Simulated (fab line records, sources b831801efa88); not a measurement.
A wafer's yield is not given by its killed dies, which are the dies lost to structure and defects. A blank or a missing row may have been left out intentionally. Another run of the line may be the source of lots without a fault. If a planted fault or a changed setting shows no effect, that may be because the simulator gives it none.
What tool caused it?	flow gf180mcu	7 lots with 21 wafers sampled at 2 steps, on a route of 602 steps

== WHAT THE GAUGES SHOWED, per wafer ==
GF_V3_CD_MEAS_14: target cd 260 nm.
lot	measured	on	cd-nm (nm)
L484	day 23 00:11	cd-sem-02	261.0 260.6 259.6
L486	day 23 17:17	cd-sem-02	259.8 258.0 258.3
L488	day 24 11:42	cd-sem-01	260.2 260.7 260.6
L497	day 27 06:21	cd-sem-01	- - -
L499	day 27 18:21	cd-sem-02	260.9 259.6 260.3
L501	day 28 04:12	cd-sem-01	261.9 260.8 260.7
L505	day 29 08:33	cd-sem-02	259.1 259.8 260.2

== WHICH TOOL RAN EACH LOT (tool, then ch and the chambers of the sampled wafers, then the start) ==
lot	GF_V3_DEVELOP_13
L484	litho-track-01 ch 0, day 23 00:02
L486	litho-track-04 ch 0, day 23 17:08
L488	litho-track-02 ch 0, day 24 11:34
L497	litho-track-01, day 27 06:13
L499	litho-track-01 ch 0, day 27 18:13
L501	litho-track-04 ch 0, day 28 04:03
L505	litho-track-01 ch 0, day 29 08:25
- GF_V3_DEVELOP_13: develop time 60 s.

== THE ANSWER, worked out from the rows above alone ==
Rule: usual is defined by the lots themselves. Put in order of their means at a reading, lots are off if they are a third of the lots or fewer, leave a main group of 4 or more, and stand apart from it by a gap of 3 or more times the standard deviation of the main group's means; of several such gaps the widest counts. Not used: any main group whose means are identical at the precision the tables above print for the reading. A lot without any number at a reading at which 4 lots or more have one is off too. The other lots that the step has rows for count as sound.
Off: L497, at GF_V3_CD_MEAS_14 (cd-nm). Without a number there: L497. Mean 260.1 nm and standard deviation 0.76 in the main group.
If a tool, at a process step before that reading, ran all the lots that are off and no sound lot after the first of them, it fits. The gauges at GF_V3_CD_MEAS_14 are tried like those tools. Of those tried, none fits.

== WHAT THE SIMULATOR PUT IN ==
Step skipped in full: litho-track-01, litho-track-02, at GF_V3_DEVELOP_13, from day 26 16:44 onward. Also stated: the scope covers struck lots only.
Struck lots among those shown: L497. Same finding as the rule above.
